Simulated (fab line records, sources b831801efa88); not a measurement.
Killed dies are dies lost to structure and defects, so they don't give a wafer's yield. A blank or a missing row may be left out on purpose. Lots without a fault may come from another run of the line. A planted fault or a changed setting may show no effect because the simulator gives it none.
fab line records | flow sky130
record lots=5 wafers=15 last_day=51
route steps=708 shown VT_ADJUST_LVTN@114 VT_ADJUST_NCORE@119 VT_ADJUST_HVTR@131 VT_ADJUST_PCH@143
lots that met no fault: from a run of the same line without faults
start_h: hours from the record's first day to the start of the lot's first wafer shown | wait_h: hours since the lot's step before | " the same as in the row above | L1.1+2: a row that stands for several wafers | - no value, or no start given | * or withheld: withheld | < > ~ a bound
route shown NAME@n: a module of which the file shows steps, and the number in the route of the first | usual: mean/standard deviation of fault-free wafers | same: alike in all rows | chamber/n: place in a boat | sites: the reading at each site | _std_site: their standard deviation | _edge_site: outer sites' mean less inner sites' | radius_mm: how far each site lies from the wafer's centre | mask NAME#n: copy n | behind: the tool/chamber that last shaped the wafer | hold: why the lot was held/for how many hours/how that ended | device: the transistor (n, p or np) that didn't switch | end of line: the same wafers' tests at the end of the route | a step without rows: its recipe alone | killed: dies lost to structure and defects at the first sort, not the wafer's yield | map: a wafer's dies, x killed, . not, _ none there
set.NAME: the setting as run; set.NAME@STEP: as run at that earlier step | model.NAME: the simulator's own value behind a step, which no gauge read
lots at some steps of the route; a table a step, a row a wafer
services: from which hour (start_h, from the record's first day; less than 0 if before it) a tool's chamber was out of use, for how many hours, and why
## steps
# step SKY_VT_ADJUST_LVTN_DEVELOP_17
# recipe resist=NOVOLAK developer=TMAH develop_time_s=60 dev_temp_c=23
# usual resist_line_temp_C=23.04/0.1
# same develop_time_s=60
# columns lot.wafer tool chamber start_h wait_h resist_line_temp_C
L078.1 litho_track-01 0 194.49 0.1 23.07
L078.2 " 0 " " 23.07
L078.6 " 0 " " 22.96
L085.2 litho_track-01 0 245.11 0.1 23.06
L085.3 " 0 " " 22.94
L085.5 " 0 " " 23.03
L089.1 litho_track-04 0 269.86 0.1 23.08
L089.4 " 0 " " 23.19
L089.5 " 0 " " 22.98
L092.1 litho_track-01 0 295.34 0.1 23.04
L092.2 " 0 " " 22.98
L092.4 " 0 " " 23.07
L096.2 litho_track-02 0 323.69 0.1 23.06
L096.4 " 0 " " 23.03
L096.6 " 0 " " 23.15
# step SKY_VT_ADJUST_LVTN_OVL_MEAS_18
# usual VT_ADJUST_LVTN_01_OVL=0.4/1.2
# columns lot.wafer tool chamber start_h wait_h VT_ADJUST_LVTN_01_OVL[nm]
L078.1 overlay-01 - 194.64 0.1 0.8
L078.2 " - " " 1.8
L078.6 " - " " 2.0
L085.2 overlay-01 - 245.24 0.1 2.2
L085.3 " - " " 1.3
L085.5 " - " " 0.5
L089.1 overlay-01 - 270.01 0.1 -1.1
L089.4 " - " " 0.6
L089.5 " - " " 0.9
L092.1 overlay-02 - 295.49 0.1 1.6
L092.2 " - " " -1.3
L092.4 " - " " 0.8
L096.2 overlay-02 - 323.83 0.1 0.4
L096.4 " - " " 0.6
L096.6 " - " " 2.6
# step SKY_VT_ADJUST_LVTN_IMPLANT_19
# recipe species=B energy_kev=30 dose_cm2=6.5e+11 tilt_deg=withheld
# usual beam_on_s=9.99/0.2
# columns lot.wafer tool chamber start_h wait_h beam_on_s
L078.1 implanter-01 0 194.67 0.0 9.71
L078.2 " 0 " " 9.93
L078.6 " 0 " " 10.18
L085.2 implanter-02 0 245.30 0.0 9.81
L085.3 " 0 " " 10.11
L085.5 " 0 " " 9.93
L089.1 implanter-01 0 270.05 0.0 9.99
L089.4 " 0 " " 10.04
L089.5 " 0 " " 9.70
L092.1 implanter-04 0 295.52 0.0 10.01
L092.2 " 0 " " 9.59
L092.4 " 0 " " 10.09
L096.2 implanter-01 0 323.88 0.0 10.17
L096.4 " 0 " " 10.13
L096.6 " 0 " " 9.69
# step SKY_VT_ADJUST_LVTN_STRIP_20
# recipe chemistry=O2/N2 power_w=1400 pressure_mtorr=1500 platen_temp_c=withheld o2_flow_sccm=3000 n2_flow_sccm=300 overash_fraction=0.5
# usual drypump_motor_current_A=5.78/0.28 oes_product_au=0.716/0.005 strip_time_to_endpoint_s=14.00/0.04
# columns lot.wafer tool chamber start_h wait_h drypump_motor_current_A oes_product_au rf_hours_counter_h strip_time_to_endpoint_s
L078.1 plasma_asher-02 1 194.82 0.1 5.61 0.719 39 13.99
L078.2 " 0 " " 6.05 0.720 39 13.94
L078.6 " 1 " " 5.62 0.711 - 13.94
L085.2 plasma_asher-02 0 245.42 0.1 6.07 0.702 44 14.00
L085.3 " 1 " " 5.62 0.709 - 14.03
L085.5 " 0 " " 6.09 0.710 - 13.96
L089.1 plasma_asher-01 0 270.20 0.1 6.00 0.721 57 14.07
L089.4 " 1 " " 5.79 0.721 - 14.11
L089.5 " 0 " " 6.00 0.721 - 14.09
L092.1 plasma_asher-02 1 295.67 0.1 5.62 0.726 49 13.97
L092.2 " 0 " " 6.06 0.709 49 13.97
L092.4 " 1 " " 5.61 0.729 - 13.99
L096.2 plasma_asher-01 1 324.01 0.1 5.80 0.722 62 13.99
L096.4 " 1 " " 5.78 0.711 - 13.97
L096.6 " 1 " " 5.79 0.717 - 14.00
# step SKY_VT_ADJUST_LVTN_TW_MEAS_21
# usual VT_ADJUST_LVTN_2_TW=186.1/1.2
# columns lot.wafer tool chamber start_h wait_h VT_ADJUST_LVTN_2_TW
L078.1 film_metro-03 - 194.92 0.1 187.0
L078.2 " - " " 186.9
L078.6 " - " " 186.4
L085.2 film_metro-03 - 245.53 0.1 187.0
L085.3 " - " " 188.3
L085.5 " - " " 187.8
L089.1 film_metro-03 - 270.30 0.1 186.8
L089.4 " - " " 186.4
L089.5 " - " " 186.2
L092.1 film_metro-03 - 295.77 0.1 187.1
L092.2 " - " " 187.0
L092.4 " - " " 186.0
L096.2 film_metro-01 - 324.12 0.1 186.9
L096.4 " - " " 187.9
L096.6 " - " " 188.0
# step SKY_VT_ADJUST_NCORE_DEHYDRATE_00
# recipe temp_c=200 time_s=60
# usual resist_line_temp_C=22.99/0.11
# columns lot.wafer tool chamber start_h wait_h resist_line_temp_C
L078.1 litho_track-03 0 206.16 11.2 23.02
L078.2 " 0 " " 23.21
L078.6 " 0 " " 23.12
L085.2 litho_track-02 0 258.29 12.8 22.74
L085.3 " 0 " " 22.88
L085.5 " 0 " " 22.90
L089.1 litho_track-03 0 282.61 12.3 23.07
L089.4 " 0 " " 23.12
L089.5 " 0 " " 23.07
L092.1 litho_track-02 0 308.82 13.0 22.99
L092.2 " 0 " " 23.04
L092.4 " 0 " " 23.11
L096.2 litho_track-02 0 337.54 13.4 22.93
L096.4 " 0 " " 23.14
L096.6 " 0 " " 22.91
# step SKY_VT_ADJUST_NCORE_HMDS_01
# recipe prime_time_s=60 prime_temp_c=120
# usual resist_line_temp_C=23.01/0.11
# same prime_time_s=60
# columns lot.wafer tool chamber start_h wait_h resist_line_temp_C
L078.1 litho_track-03 0 206.31 0.1 23.09
L078.2 " 0 " " 22.97
L078.6 " 0 " " 23.08
L085.2 litho_track-02 0 258.44 0.1 23.08
L085.3 " 0 " " 23.17
L085.5 " 0 " " 22.94
L089.1 litho_track-03 0 282.76 0.1 23.12
L089.4 " 0 " " 23.03
L089.5 " 0 " " 22.93
L092.1 litho_track-02 0 308.97 0.1 22.86
L092.2 " 0 " " 22.91
L092.4 " 0 " " 22.90
L096.2 litho_track-02 0 337.69 0.1 23.02
L096.4 " 0 " " 23.06
L096.6 " 0 " " 22.99
# step SKY_VT_ADJUST_NCORE_COAT_02
# recipe resist=NOVOLAK spin_rpm=3000 resist_thk_nm=1140
# usual resist_line_temp_C=23.01/0.11
# columns lot.wafer tool chamber start_h wait_h resist_line_temp_C
L078.1 litho_track-03 0 206.46 0.1 23.03
L078.2 " 0 " " 23.03
L078.6 " 0 " " 23.04
L085.2 litho_track-02 0 258.59 0.1 23.09
L085.3 " 0 " " 23.08
L085.5 " 0 " " 22.95
L089.1 litho_track-03 0 282.91 0.1 23.06
L089.4 " 0 " " 23.20
L089.5 " 0 " " 23.12
L092.1 litho_track-02 0 309.12 0.1 23.11
L092.2 " 0 " " 22.86
L092.4 " 0 " " 23.15
L096.2 litho_track-02 0 337.84 0.1 23.21
L096.4 " 0 " " 23.27
L096.6 " 0 " " 23.12
# step SKY_VT_ADJUST_NCORE_SOFTBAKE_03
# recipe temp_c=90 time_s=60 resist=NOVOLAK
# usual resist_line_temp_C=23.01/0.12
# columns lot.wafer tool chamber start_h wait_h resist_line_temp_C
L078.1 litho_track-03 0 206.61 0.1 23.11
L078.2 " 0 " " 23.23
L078.6 " 0 " " 22.88
L085.2 litho_track-02 0 258.74 0.1 22.91
L085.3 " 0 " " 22.85
L085.5 " 0 " " 23.04
L089.1 litho_track-03 0 283.06 0.1 22.91
L089.4 " 0 " " 23.04
L089.5 " 0 " " 23.17
L092.1 litho_track-02 0 309.27 0.1 22.96
L092.2 " 0 " " 22.89
L092.4 " 0 " " 22.98
L096.2 litho_track-02 0 337.99 0.1 23.16
L096.4 " 0 " " 23.02
L096.6 " 0 " " 23.12
# step SKY_VT_ADJUST_NCORE_EXPOSE_04
# recipe mask_id=LVTN_COMPLEMENT_THIN na=0.6 source_shape=conventional sigma_outer=0.6 polarization=unpolarized target_cd_nm=380 dose_mj=139
# same na=0.6
# columns lot.wafer tool chamber start_h wait_h mask
L078.1+2+6 iline_stepper-02 0 - - LVTN_COMPLEMENT_THIN#0
L085.2+3+5 iline_stepper-01 0 - - LVTN_COMPLEMENT_THIN#0
L089.1+4+5 iline_stepper-01 0 - - LVTN_COMPLEMENT_THIN#0
L092.1+2+4 iline_stepper-01 0 - - LVTN_COMPLEMENT_THIN#0
L096.2+4+6 iline_stepper-01 0 - - LVTN_COMPLEMENT_THIN#0
# step SKY_VT_ADJUST_NCORE_PEB_05
# recipe temp_c=withheld time_s=* resist=NOVOLAK
# usual resist_line_temp_C=*
# columns lot.wafer tool chamber start_h wait_h resist_line_temp_C
L078.1 litho_track-04 0 - - *
L078.2 " 0 " " *
L078.6 " 0 " " *
L085.2 litho_track-04 0 - - *
L085.3 " 0 " " *
L085.5 " 0 " " *
L089.1 litho_track-03 0 - - *
L089.4 " 0 " " *
L089.5 " 0 " " *
L092.1 litho_track-03 0 - - *
L092.2 " 0 " " *
L092.4 " 0 " " *
L096.2 litho_track-03 0 - - *
L096.4 " 0 " " *
L096.6 " 0 " " *
# step SKY_VT_ADJUST_NCORE_DEVELOP_06
# recipe resist=NOVOLAK developer=TMAH develop_time_s=60 dev_temp_c=23
# usual resist_line_temp_C=23.02/0.094
# same develop_time_s=60
# columns lot.wafer tool chamber start_h wait_h resist_line_temp_C
L078.1 litho_track-04 0 217.91 0.1 23.11
L078.2 " 0 " " 22.97
L078.6 " 0 " " 23.03
L085.2 litho_track-04 0 270.78 0.1 22.86
L085.3 " 0 " " 23.09
L085.5 " 0 " " 23.11
L089.1 litho_track-03 0 296.21 0.1 22.97
L089.4 " 0 " " 22.85
L089.5 " 0 " " 22.95
L092.1 litho_track-03 0 323.66 0.1 23.05
L092.2 " 0 " " 23.22
L092.4 " 0 " " 22.97
L096.2 litho_track-03 0 352.08 0.1 22.97
L096.4 " 0 " " 23.00
L096.6 " 0 " " 23.03
# step SKY_VT_ADJUST_NCORE_CD_MEAS_07
# recipe target_cd_nm=380
# usual cd_nm=380.4/2.3
# columns lot.wafer tool chamber start_h wait_h cd_nm
L078.1 cd_sem-02 - 218.14 0.2 383.1
L078.2 " - " " 382.3
L078.6 " - " " 381.4
L085.2 cd_sem-02 - 270.93 0.1 375.8
L085.3 " - " " 379.5
L085.5 " - " " 378.1
L089.1 cd_sem-02 - 296.36 0.1 381.9
L089.4 " - " " 380.7
L089.5 " - " " 381.5
L092.1 cd_sem-02 - 323.81 0.1 381.0
L092.2 " - " " 379.8
L092.4 " - " " 380.6
L096.2 cd_sem-01 - 352.23 0.1 375.2
L096.4 " - " " 375.7
L096.6 " - " " 377.2
# step SKY_VT_ADJUST_NCORE_OVL_MEAS_08
# usual VT_ADJUST_NCORE_OVL=-0.8/1.5
# columns lot.wafer tool chamber start_h wait_h VT_ADJUST_NCORE_OVL[nm]
L078.1 overlay-01 - 218.26 0.1 0.7
L078.2 " - " " 1.2
L078.6 " - " " -0.5
L085.2 overlay-01 - 271.04 0.1 -1.3
L085.3 " - " " -0.8
L085.5 " - " " -0.8
L089.1 overlay-01 - 296.48 0.1 -1.6
L089.4 " - " " -2.4
L089.5 " - " " -2.2
L092.1 overlay-01 - 323.93 0.1 -4.5
L092.2 " - " " -1.6
L092.4 " - " " -1.7
L096.2 overlay-02 - 352.34 0.1 -1.2
L096.4 " - " " -1.4
L096.6 " - " " -0.2
# step SKY_VT_ADJUST_NCORE_IMPLANT_09
# recipe species=B energy_kev=9.932 dose_cm2=2.4e+12 tilt_deg=withheld
# usual beam_on_s=9.99/0.21
# columns lot.wafer tool chamber start_h wait_h beam_on_s
L078.1 implanter-02 0 218.30 0.0 10.43
L078.2 " 0 " " 10.06
L078.6 " 0 " " 9.87
L085.2 implanter-02 0 271.09 0.0 9.73
L085.3 " 0 " " 10.06
L085.5 " 0 " " 9.99
L089.1 implanter-02 0 296.52 0.0 9.97
L089.4 " 0 " " 10.12
L089.5 " 0 " " 9.85
L092.1 implanter-03 0 323.97 0.0 9.89
L092.2 " 0 " " 9.78
L092.4 " 0 " " 9.77
L096.2 implanter-03 0 352.39 0.0 10.18
L096.4 " 0 " " 10.23
L096.6 " 0 " " 10.09
# step SKY_VT_ADJUST_NCORE_STRIP_10
# recipe chemistry=O2/N2 power_w=1400 pressure_mtorr=1500 platen_temp_c=withheld o2_flow_sccm=3000 n2_flow_sccm=300 overash_fraction=0.5
# usual drypump_motor_current_A=5.67/0.26 oes_product_au=0.715/0.0047 strip_time_to_endpoint_s=14.17/0.049
# columns lot.wafer tool chamber start_h wait_h drypump_motor_current_A oes_product_au rf_hours_counter_h strip_time_to_endpoint_s
L078.1 plasma_asher-03 1 218.45 0.1 5.61 0.712 9 14.11
L078.2 " 0 " " 5.34 0.717 9 14.13
L078.6 " 1 " " 5.62 0.707 - 14.12
L085.2 plasma_asher-01 0 271.22 0.1 6.01 0.718 57 14.21
L085.3 " 1 " " 5.79 0.710 - 14.18
L085.5 " 0 " " 6.00 0.709 - 14.20
L089.1 plasma_asher-02 0 296.67 0.1 6.10 0.716 49 14.24
L089.4 " 1 " " 5.60 0.719 - 14.24
L089.5 " 0 " " 6.04 0.718 - 14.26
L092.1 plasma_asher-03 0 324.12 0.1 5.31 0.704 18 14.18
L092.2 " 1 " " 5.60 0.721 18 14.17
L092.4 " 0 " " 5.32 0.713 - 14.18
L096.2 plasma_asher-03 1 352.52 0.1 5.60 0.710 21 14.17
L096.4 " 1 " " 5.61 0.710 - 14.13
L096.6 " 1 " " 5.60 0.713 - 14.18
# step SKY_VT_ADJUST_NCORE_TW_MEAS_11
# usual VT_ADJUST_NCORE_TW=216.9/1.6
# columns lot.wafer tool chamber start_h wait_h VT_ADJUST_NCORE_TW
L078.1 film_metro-02 - 218.55 0.1 215.6
L078.2 " - " " 215.8
L078.6 " - " " 214.7
L085.2 film_metro-04 - 271.33 0.1 216.2
L085.3 " - " " 217.3
L085.5 " - " " 217.8
L089.1 film_metro-04 - 296.77 0.1 220.1
L089.4 " - " " 219.9
L089.5 " - " " 219.5
L092.1 film_metro-04 - 324.22 0.1 220.1
L092.2 " - " " 218.1
L092.4 " - " " 218.2
L096.2 film_metro-01 - 352.63 0.1 217.0
L096.4 " - " " 216.6
L096.6 " - " " 217.9
# step SKY_VT_ADJUST_HVTR_DEHYDRATE_00
# recipe temp_c=200 time_s=60
# usual resist_line_temp_C=22.99/0.12
# columns lot.wafer tool chamber start_h wait_h resist_line_temp_C
L078.1 litho_track-01 0 229.79 11.2 23.03
L078.2 " 0 " " 23.14
L078.6 " 0 " " 22.82
L085.2 litho_track-01 0 284.06 12.7 22.90
L085.3 " 0 " " 22.81
L085.5 " 0 " " 22.79
L089.1 litho_track-01 0 310.19 13.4 23.02
L089.4 " 0 " " 23.09
L089.5 " 0 " " 23.10
L092.1 litho_track-01 0 337.29 13.1 22.93
L092.2 " 0 " " 22.92
L092.4 " 0 " " 22.99
L096.2 litho_track-02 0 365.44 12.8 23.14
L096.4 " 0 " " 22.99
L096.6 " 0 " " 23.18
# step SKY_VT_ADJUST_HVTR_HMDS_01
# recipe prime_time_s=60 prime_temp_c=120
# usual resist_line_temp_C=22.97/0.1
# same prime_time_s=60
# columns lot.wafer tool chamber start_h wait_h resist_line_temp_C
L078.1 litho_track-01 0 229.94 0.1 22.95
L078.2 " 0 " " 22.86
L078.6 " 0 " " 22.99
L085.2 litho_track-01 0 284.21 0.1 23.16
L085.3 " 0 " " 23.02
L085.5 " 0 " " 22.88
L089.1 litho_track-01 0 310.34 0.1 22.89
L089.4 " 0 " " 22.79
L089.5 " 0 " " 22.92
L092.1 litho_track-01 0 337.44 0.1 23.07
L092.2 " 0 " " 23.10
L092.4 " 0 " " 23.08
L096.2 litho_track-02 0 365.59 0.1 22.90
L096.4 " 0 " " 22.83
L096.6 " 0 " " 23.01
# step SKY_VT_ADJUST_HVTR_COAT_02
# recipe resist=NOVOLAK spin_rpm=3000 resist_thk_nm=1140
# usual resist_line_temp_C=23.01/0.099
# columns lot.wafer tool chamber start_h wait_h resist_line_temp_C
L078.1 litho_track-01 0 230.09 0.1 23.00
L078.2 " 0 " " 22.84
L078.6 " 0 " " 23.04
L085.2 litho_track-01 0 284.36 0.1 23.08
L085.3 " 0 " " 23.16
L085.5 " 0 " " 23.01
L089.1 litho_track-01 0 310.49 0.1 22.88
L089.4 " 0 " " 23.08
L089.5 " 0 " " 22.90
L092.1 litho_track-01 0 337.59 0.1 22.99
L092.2 " 0 " " 22.86
L092.4 " 0 " " 22.91
L096.2 litho_track-02 0 365.74 0.1 23.01
L096.4 " 0 " " 22.98
L096.6 " 0 " " 23.08
# step SKY_VT_ADJUST_HVTR_SOFTBAKE_03
# recipe temp_c=90 time_s=60 resist=NOVOLAK
# usual resist_line_temp_C=23.03/0.1
# columns lot.wafer tool chamber start_h wait_h resist_line_temp_C
L078.1 litho_track-01 0 230.24 0.1 23.06
L078.2 " 0 " " 23.07
L078.6 " 0 " " 22.84
L085.2 litho_track-01 0 284.51 0.1 23.15
L085.3 " 0 " " 22.97
L085.5 " 0 " " 22.93
L089.1 litho_track-01 0 310.64 0.1 22.96
L089.4 " 0 " " 23.03
L089.5 " 0 " " 23.05
L092.1 litho_track-01 0 337.74 0.1 22.86
L092.2 " 0 " " 22.93
L092.4 " 0 " " 22.94
L096.2 litho_track-02 0 365.89 0.1 23.21
L096.4 " 0 " " 23.18
L096.6 " 0 " " 23.09
# step SKY_VT_ADJUST_HVTR_EXPOSE_04
# recipe mask_id=HVTRM target_cd_nm=380 na=0.6 source_shape=conventional sigma_outer=0.6 dose_mj=150
# same na=0.6
# columns lot.wafer tool chamber start_h wait_h mask
L078.1+2+6 iline_stepper-01 0 - - HVTRM#0
L085.2+3+5 iline_stepper-02 0 - - HVTRM#0
L089.1+4+5 iline_stepper-01 0 - - HVTRM#0
L092.1+2+4 iline_stepper-02 0 - - HVTRM#0
L096.2+4+6 iline_stepper-02 0 - - HVTRM#0
# step SKY_VT_ADJUST_HVTR_PEB_05
# recipe temp_c=withheld time_s=* resist=NOVOLAK
# usual resist_line_temp_C=*
# columns lot.wafer tool chamber start_h wait_h resist_line_temp_C
L078.1 litho_track-03 0 - - *
L078.2 " 0 " " *
L078.6 " 0 " " *
L085.2 litho_track-02 0 - - *
L085.3 " 0 " " *
L085.5 " 0 " " *
L089.1 litho_track-03 0 - - *
L089.4 " 0 " " *
L089.5 " 0 " " *
L092.1 litho_track-01 0 - - *
L092.2 " 0 " " *
L092.4 " 0 " " *
L096.2 litho_track-03 0 - - *
L096.4 " 0 " " *
L096.6 " 0 " " *
# step SKY_VT_ADJUST_HVTR_DEVELOP_06
# recipe develop_time_s=60 dev_temp_c=23
# usual resist_line_temp_C=23.01/0.1
# same develop_time_s=60
# columns lot.wafer tool chamber start_h wait_h resist_line_temp_C
L078.1 litho_track-03 0 242.06 0.1 22.95
L078.2 " 0 " " 22.78
L078.6 " 0 " " 22.86
L085.2 litho_track-02 0 297.59 0.1 22.90
L085.3 " 0 " " 22.85
L085.5 " 0 " " 22.86
L089.1 litho_track-03 0 324.96 0.1 23.00
L089.4 " 0 " " 22.89
L089.5 " 0 " " 23.01
L092.1 litho_track-01 0 352.04 0.1 23.11
L092.2 " 0 " " 23.09
L092.4 " 0 " " 23.12
L096.2 litho_track-03 0 380.33 0.1 23.03
L096.4 " 0 " " 23.11
L096.6 " 0 " " 23.13
# step SKY_VT_ADJUST_HVTR_CD_MEAS_07
# recipe target_cd_nm=380
# usual cd_nm=380.6/2.1
# columns lot.wafer tool chamber start_h wait_h cd_nm
L078.1 cd_sem-02 - 242.21 0.1 383.4
L078.2 " - " " 382.7
L078.6 " - " " 381.3
L085.2 cd_sem-01 - 297.74 0.1 381.7
L085.3 " - " " 383.1
L085.5 " - " " 383.1
L089.1 cd_sem-02 - 325.11 0.1 382.6
L089.4 " - " " 380.9
L089.5 " - " " 380.6
L092.1 cd_sem-02 - 352.19 0.1 380.1
L092.2 " - " " 379.1
L092.4 " - " " 379.4
L096.2 cd_sem-01 - 380.48 0.1 382.6
L096.4 " - " " 383.1
L096.6 " - " " 382.0
# step SKY_VT_ADJUST_HVTR_OVL_MEAS_08
# usual VT_ADJUST_HVTR_OVL=1.2/1.4
# columns lot.wafer tool chamber start_h wait_h VT_ADJUST_HVTR_OVL[nm]
L078.1 overlay-02 - 242.33 0.1 1.3
L078.2 " - " " 0.4
L078.6 " - " " 1.8
L085.2 overlay-01 - 297.85 0.1 2.3
L085.3 " - " " 2.1
L085.5 " - " " 1.5
L089.1 overlay-02 - 325.23 0.1 0.4
L089.4 " - " " -2.1
L089.5 " - " " -1.3
L092.1 overlay-01 - 352.31 0.1 1.6
L092.2 " - " " 1.4
L092.4 " - " " 1.3
L096.2 overlay-02 - 380.58 0.1 1.9
L096.4 " - " " 2.6
L096.6 " - " " 2.8
# step SKY_VT_ADJUST_HVTR_IMPLANT_09
# recipe species=B energy_kev=10 dose_cm2=2.1e+12 tilt_deg=withheld
# usual beam_on_s=10.01/0.2
# columns lot.wafer tool chamber start_h wait_h beam_on_s
L078.1 implanter-02 0 242.37 0.0 10.07
L078.2 " 0 " " 9.89
L078.6 " 0 " " 10.13
L085.2 implanter-02 0 297.90 0.0 10.02
L085.3 " 0 " " 10.00
L085.5 " 0 " " 10.12
L089.1 implanter-01 0 325.27 0.0 9.92
L089.4 " 0 " " 10.28
L089.5 " 0 " " 9.73
L092.1 implanter-01 0 352.34 0.0 10.00
L092.2 " 0 " " 9.98
L092.4 " 0 " " 10.25
L096.2 implanter-02 0 380.64 0.0 9.89
L096.4 " 0 " " 10.29
L096.6 " 0 " " 10.05
# step SKY_VT_ADJUST_HVTR_STRIP_10
# recipe chemistry=O2/N2 power_w=1400 pressure_mtorr=1500 platen_temp_c=withheld o2_flow_sccm=3000 n2_flow_sccm=300 overash_fraction=0.5
# usual drypump_motor_current_A=5.6/0.31 oes_product_au=0.716/0.0048 strip_time_to_endpoint_s=14.15/0.044
# columns lot.wafer tool chamber start_h wait_h drypump_motor_current_A oes_product_au rf_hours_counter_h strip_time_to_endpoint_s
L078.1 plasma_asher-02 0 242.52 0.1 6.1 0.711 43 14.16
L078.2 " 1 " " 5.6 0.720 43 14.20
L078.6 " 0 " " 6.1 0.717 - 14.24
L085.2 plasma_asher-04 0 298.03 0.1 5.2 0.713 59 14.21
L085.3 " 0 " " 5.2 0.723 - 14.19
L085.5 " 0 " " 5.2 0.716 - 14.19
L089.1 plasma_asher-02 1 325.42 0.1 5.6 0.718 52 14.21
L089.4 " 1 " " 5.6 0.723 - 14.23
L089.5 " 0 " " 6.0 0.719 - 14.22
L092.1 plasma_asher-02 0 352.49 0.1 6.1 0.711 54 14.11
L092.2 " 1 " " 5.6 0.714 54 14.14
L092.4 " 1 " " 5.6 0.713 - 14.07
L096.2 plasma_asher-02 1 380.76 0.1 5.6 0.715 57 14.11
L096.4 " 1 " " 5.6 0.722 - 14.14
L096.6 " 0 " " 6.1 0.730 - 14.17
# step SKY_VT_ADJUST_HVTR_TW_MEAS_11
# usual VT_ADJUST_HVTR_TW=209.9/1.7
# columns lot.wafer tool chamber start_h wait_h VT_ADJUST_HVTR_TW
L078.1 film_metro-03 - 242.62 0.1 210.4
L078.2 " - " " 211.1
L078.6 " - " " 209.9
L085.2 film_metro-02 - 298.14 0.1 206.0
L085.3 " - " " 206.9
L085.5 " - " " 206.8
L089.1 film_metro-04 - 325.52 0.1 211.5
L089.4 " - " " 212.0
L089.5 " - " " 211.8
L092.1 film_metro-03 - 352.59 0.1 210.0
L092.2 " - " " 210.2
L092.4 " - " " 210.8
L096.2 film_metro-03 - 380.87 0.1 210.6
L096.4 " - " " 210.4
L096.6 " - " " 210.4
# step SKY_VT_ADJUST_PCH_DEHYDRATE_00
# recipe temp_c=200 time_s=60
# usual resist_line_temp_C=22.99/0.088
# columns lot.wafer tool chamber start_h wait_h resist_line_temp_C
L078.1 litho_track-04 0 254.06 11.4 22.88
L078.2 " 0 " " 22.94
L078.6 " 0 " " 22.94
L085.2 litho_track-04 0 311.58 13.4 22.91
L085.3 " 0 " " 22.99
L085.5 " 0 " " 22.94
L089.1 litho_track-01 0 338.24 12.7 22.97
L089.4 " 0 " " 23.03
L089.5 " 0 " " 23.05
L092.1 litho_track-03 0 365.36 12.8 22.90
L092.2 " 0 " " 23.05
L092.4 " 0 " " 22.87
L096.2 litho_track-04 0 394.83 13.9 23.01
L096.4 " 0 " " 22.97
L096.6 " 0 " " 22.97
# step SKY_VT_ADJUST_PCH_HMDS_01
# recipe prime_time_s=60 prime_temp_c=120
# usual resist_line_temp_C=23.01/0.11
# same prime_time_s=60
# columns lot.wafer tool chamber start_h wait_h resist_line_temp_C
L078.1 litho_track-04 0 254.21 0.1 22.97
L078.2 " 0 " " 22.92
L078.6 " 0 " " 23.00
L085.2 litho_track-04 0 311.73 0.1 22.69
L085.3 " 0 " " 22.90
L085.5 " 0 " " 22.98
L089.1 litho_track-01 0 338.39 0.1 23.14
L089.4 " 0 " " 23.00
L089.5 " 0 " " 23.04
L092.1 litho_track-03 0 365.51 0.1 22.98
L092.2 " 0 " " 23.07
L092.4 " 0 " " 23.17
L096.2 litho_track-04 0 394.98 0.1 23.02
L096.4 " 0 " " 22.90
L096.6 " 0 " " 22.93
# step SKY_VT_ADJUST_PCH_COAT_02
# recipe spin_rpm=2000 resist_thk_nm=3000
# usual resist_line_temp_C=23.00/0.13
# columns lot.wafer tool chamber start_h wait_h resist_line_temp_C
L078.1 litho_track-04 0 254.36 0.1 22.96
L078.2 " 0 " " 22.85
L078.6 " 0 " " 23.04
L085.2 litho_track-04 0 311.88 0.1 22.97
L085.3 " 0 " " 22.84
L085.5 " 0 " " 23.05
L089.1 litho_track-01 0 338.54 0.1 22.68
L089.4 " 0 " " 22.74
L089.5 " 0 " " 22.88
L092.1 litho_track-03 0 365.66 0.1 23.06
L092.2 " 0 " " 22.98
L092.4 " 0 " " 23.16
L096.2 litho_track-04 0 395.13 0.1 22.85
L096.4 " 0 " " 22.99
L096.6 " 0 " " 22.99
# step SKY_VT_ADJUST_PCH_SOFTBAKE_03
# recipe temp_c=110 time_s=withheld
# usual resist_line_temp_C=22.99/0.1
# columns lot.wafer tool chamber start_h wait_h resist_line_temp_C
L078.1 litho_track-04 0 254.51 0.1 23.02
L078.2 " 0 " " 22.86
L078.6 " 0 " " 22.93
L085.2 litho_track-04 0 312.04 0.1 23.01
L085.3 " 0 " " 23.05
L085.5 " 0 " " 23.18
L089.1 litho_track-01 0 338.69 0.1 23.15
L089.4 " 0 " " 22.92
L089.5 " 0 " " 22.94
L092.1 litho_track-03 0 365.81 0.1 23.03
L092.2 " 0 " " 22.88
L092.4 " 0 " " 23.03
L096.2 litho_track-04 0 395.29 0.1 23.04
L096.4 " 0 " " 23.11
L096.6 " 0 " " 23.14
# step SKY_VT_ADJUST_PCH_EXPOSE_04
# recipe mask_id=NWM na=0.6 source_shape=conventional sigma_outer=0.6 polarization=unpolarized target_cd_nm=840 dose_mj=255
# same na=0.6
# columns lot.wafer tool chamber start_h wait_h mask
L078.1+2+6 iline_stepper-02 0 - - NWM#0
L085.2+3+5 iline_stepper-01 0 - - NWM#0
L089.1+4+5 iline_stepper-01 0 - - NWM#0
L092.1+2+4 iline_stepper-01 0 - - NWM#0
L096.2+4+6 iline_stepper-02 0 - - NWM#0
# step SKY_VT_ADJUST_PCH_PEB_05
# recipe temp_c=115 time_s=withheld
# usual resist_line_temp_C=23.00/0.11
# columns lot.wafer tool chamber start_h wait_h resist_line_temp_C
L078.1 litho_track-01 0 - - 22.93
L078.2 " 0 " " 22.87
L078.6 " 0 " " 22.96
L085.2 litho_track-01 0 - - 23.13
L085.3 " 0 " " 23.14
L085.5 " 0 " " 23.05
L089.1 litho_track-04 0 - - 22.81
L089.4 " 0 " " 22.94
L089.5 " 0 " " 22.89
L092.1 litho_track-04 0 - - 23.08
L092.2 " 0 " " 23.00
L092.4 " 0 " " 23.03
L096.2 litho_track-04 0 - - 23.03
L096.4 " 0 " " 23.08
L096.6 " 0 " " 23.05
## services
# columns tool chamber start_h hours kind
implanter-04 - 186.88 0.9 repair
iline_stepper-02 - 219.57 1.7 pm
iline_stepper-01 - 224.84 1.7 pm
iline_stepper-02 - 226.51 2.1 pm
iline_stepper-02 - 228.59 - consumable_replace:lamp
implanter-03 - 229.74 5.6 pm
implanter-01 - 230.66 26.6 pm
plasma_asher-03 - 232.66 1.1 repair
iline_stepper-02 - 256.96 8.4 repair
plasma_asher-03 - 263.08 4.1 repair
implanter-03 - 264.86 3.2 repair
implanter-01 - 266.14 2.8 repair
implanter-02 - 274.70 4.1 pm
plasma_asher-03 - 289.54 9.0 repair
iline_stepper-01 0 291.56 - calibration
iline_stepper-02 0 291.92 - calibration
plasma_asher-04 - 300.90 3.5 repair
implanter-01 - 331.15 6.5 repair
plasma_asher-04 - 341.31 3.1 repair
## key
fault none
